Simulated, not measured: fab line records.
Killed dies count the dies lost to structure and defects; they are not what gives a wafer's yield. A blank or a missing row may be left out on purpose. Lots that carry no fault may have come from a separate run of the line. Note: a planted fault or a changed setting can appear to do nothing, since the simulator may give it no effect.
Problem report in the 8D (eight disciplines) form, filled by code    flow gf180mcu    the parts of the form that need people (team, actions taken, sign-off) are left out

1. WHAT WENT WRONG
rf-fwd-power-W at GF_STI_ETCH_14 reads a mean of 500.1 W on 2 wafers of 2 lots; wafers without a fault read 596.8 W with a standard deviation of 2.2. Relative to the usual mean, that is a shift of -44 standard deviations.
The step: etches Si in HBr/Cl2/O2, target depth 360 nm, time 102.9 s.
Seen first at day 3 04:22 on rie-si-01, wafer L300.5. Wafers with a number at this step in the record: 18, from 6 lots. Rule for "out" (also "out of limits"): further than 4 standard deviations from the usual mean. All remaining wafers that have a number are taken as sound.

2. WHAT IT IS; WHAT IT IS NOT
question                     is                is not
which readings at this step  rf-fwd-power-W    drypump-motor-current-A
which lots                   L300, L302        L295, L299, L303, L313
which wafers of those lots   L300.5, L302.2    L300.1, L300.4, L302.3, L302.4
read on which tools          rie-si-01         rie-si-02
when                         from day 3 04:22  up to then (8 sound wafers); but 8 sound wafers of L302, L303, L313 came after

3. SUSPECTS, AND WHAT RULES EACH OUT
Counting: a tool at a process step up to the reading stays a suspect if it ran every lot that is out. Sound lots after the first of them don't rule it out here, since some wafers of a struck lot are sound.
- rie-si-01 at GF_STI_ETCH_14 (etches Si in HBr/Cl2/O2, target depth 360 nm, time 102.9 s): kept. Every lot that is out went through it, the first being L300 (day 3 04:22); the last sound lot it ran before that was L299 (day 2 22:49). On those wafers its own readings are out: rf-fwd-power-W.
- rie-si-01, GF_STI_ETCH_14: wafers that are out in chamber 0, sound lot-mates in chambers 1, 2, 3.
After counting, what remains is rie-si-01 at GF_STI_ETCH_14.

4. THE CAUSE (what the simulator had put in)
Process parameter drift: rie-si-01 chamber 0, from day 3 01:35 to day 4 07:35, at GF_STI_ETCH_14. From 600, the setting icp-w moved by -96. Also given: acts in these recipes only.
After counting, this tool was the only one left.

5. THE EFFECT CHAIN, in route order
Each row: a reading whose mean over the struck wafers that have a number lies more than 3 standard deviations from the usual. Only readings for which the record gives a usual standard deviation are gone through. hours: the time from each lot's start at the first step in this table that gives one to its start at this step, as a median over the lots. sigmas: the change in usual standard deviations.
hours  step            reading             usual       on struck wafers  change  sigmas
0      GF_STI_ETCH_14  oes-product-au      1.007 a.u.  0.962             -0.045  -3.7
0      GF_STI_ETCH_14  rf-fwd-power-W      596.8 W     500.1             -96.6   -44
0      GF_STI_ETCH_14  throttle-valve-pct  25.652 %    25.689            +0.037  +3.1
Its process steps:
- GF_STI_ETCH_14: etches Si in HBr/Cl2/O2, target depth 360 nm, time 102.9 s.

6. WHAT WOULD HAVE CAUGHT IT SOONER
In this record the first reading out of limits was taken at day 3 04:22, 3 hours after the fault began at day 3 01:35.
